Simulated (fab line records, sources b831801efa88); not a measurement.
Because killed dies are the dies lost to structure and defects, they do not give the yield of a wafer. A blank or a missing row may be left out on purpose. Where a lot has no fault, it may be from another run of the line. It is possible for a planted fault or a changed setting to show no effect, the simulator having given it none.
A struck lot beside a sound one :: flow sky130 :: 15 steps out of a route of 708
Sound: the wafers L321.2, L321.4, L321.5. Wafers L326.2, L326.3, L326.5 were the ones struck. The cause is named last.
For every step that has rows: the tool of each side, followed by ch and its chambers, followed by its first start. Under that, the readings that differ: sound wafers :: struck wafers :: difference of the means :: sigmas: that difference in standard deviations of wafers without a fault.
alike: a reading whose means differ by less than 2 such deviations, as well as words and numbers matching on both sides. not compared: withheld readings; readings where some wafer has no value; bounds like >300 that might hide an equal value; numbers whose values overlap and for which the record gives no deviation.
A row with sigmas, a row that says differs or no value, or rows on one side alone: a step with any of these is where the two part. Numbers that have no deviation but don't overlap get no sigmas and don't part them. A reading that every wafer of one side lacks parts them only if that side has two wafers or more.

first, 6 steps without rows for these wafers: SKY_METAL3_COAT_07 (resist thk 60 nm); SKY_METAL3_COAT_08 (resist thk 1140 nm); SKY_METAL3_SOFTBAKE_09 (time 90 s); SKY_METAL3_EXPOSE_10 (exposes mask MM3, target cd 300 nm); SKY_METAL3_PEB_11; SKY_METAL3_DEVELOP_12 (develop time 60 s).
SKY_METAL3_CD_MEAS_13: the cd target is 300 nm.
  sound on cd sem-01, day 39 19:08; struck on cd sem-02, day 41 05:28
  alike: cd nm
SKY_METAL3_OVL_MEAS_14:
  sound on overlay-02, day 39 19:15; struck on overlay-02, day 41 05:35
  alike: METAL3_OVL
SKY_METAL3_DESCUM_15: chemistry O2, time 8 s.
  sound on rie metal-01 ch 0,1, day 39 19:17; struck on rie metal-04 ch 0,1, day 41 05:37
  alike: chamber pressure mTorr, drypump motor current A, oes product au
  not compared: rf hours counter h
SKY_METAL3_ETCH_16: etches BARC in N2/H2, stops on SiO2, time 88.2 s, target depth 60 nm.
  sound on rie metal-01 ch 0,1, day 39 19:19; struck on rie metal-04 ch 0,1, day 41 05:38
  alike: chamber pressure mTorr, drypump motor current A, oes product au, throttle valve pct
  not compared: rf hours counter h
SKY_METAL3_ETCH_17: etches SiO2 in C4F8/O2/Ar, stops on TiN, time 3.9 s, target depth 15 nm.
  sound on rie diel-02 ch 1,2,3, day 39 19:25; struck on rie diel-04 ch 0,1,3, day 41 05:44
  alike: chamber pressure mTorr, oes product au
  not compared: rf hours counter h
SKY_METAL3_METAL_ETCH_18: etches the open film in Cl2/BCl3, stops on SiO2, target depth 845 nm, time 183.1 s.
  sound on rie metal-04 ch 0,1, day 39 19:26; struck on rie metal-02 ch 0,1, day 41 05:46
  alike: chamber pressure mTorr, drypump motor current A, oes product au, throttle valve pct
  not compared: rf hours counter h
SKY_METAL3_STRIP_19: strips in O2/N2.
  sound on plasma asher-04 ch 0,1, day 39 19:37; struck on plasma asher-03 ch 0,1, day 41 05:56
  no value came back on the struck wafers for chamber pressure mTorr (mTorr), drypump motor current A (A), oes product au (a.u.), strip time to endpoint s (s); on the sound wafers chamber pressure mTorr (mTorr) reads 1501.8 1500.6 1498.7
reading: model.KrF-thick_of_METAL3_COAT_08.thk nm (nm)
sound: 0 0 0
struck: 529.5 511.6 530.2
difference: +523.8
sigmas: 
  not compared: rf hours counter h
then, 1 step without rows for these wafers: SKY_METAL3_STRIP_20 (strips in post etch residue remover, time 1200 s).
-- the record jumps here: 7 days lie between the struck wafers' starts before and after (it left off in module METAL3 and takes up again in module PAD_OPEN, whose first step shown is number 708 of the route) --
SKY_PAD_OPEN_PROBE_99:
  sound on prober-01, day 46 20:44; struck on prober-02, day 47 23:35
reading: defect limited yield (%)
sound: 80.3 80.3 80.5
struck: 0 0 0
difference: -80
sigmas: -45

reading: killed_at_M0_to_M3
sound: 49 52 57
struck: 446 451 429
difference: +389
sigmas: +62

reading: killed dies
sound: 97 97 96
struck: 492 492 492
difference: +395
sigmas: +45

reading: killed on rim
sound: 21 15 21
struck: 96 96 96
difference: +77
sigmas: +20

reading: sort_bin_5_function (%)
sound: 11.0 10.8 11.2
struck: 94.3 91.9 91.7
difference: +81.6
sigmas: +54

reading: sort n pass
sound: 395 395 396
struck: 0 0 0
difference: -395
sigmas: -45

reading: sort yield pct (%)
sound: 80.3 80.3 80.5
struck: 0 0 0
difference: -80
sigmas: -45
  alike: killed_at_M4_up, killed at contacts, killed at front end, killed at other, killed open, killed short, sort_bin_3_pad_short, sort_bin_6_memory

WHERE THEY PART
Last at SKY_PAD_OPEN_PROBE_99 as far as this record goes, first at SKY_METAL3_STRIP_19.

WHY: what the simulator had put in
At SKY_METAL3_STRIP_19, the step was skipped entirely on plasma asher-03 from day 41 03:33 on. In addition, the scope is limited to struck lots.
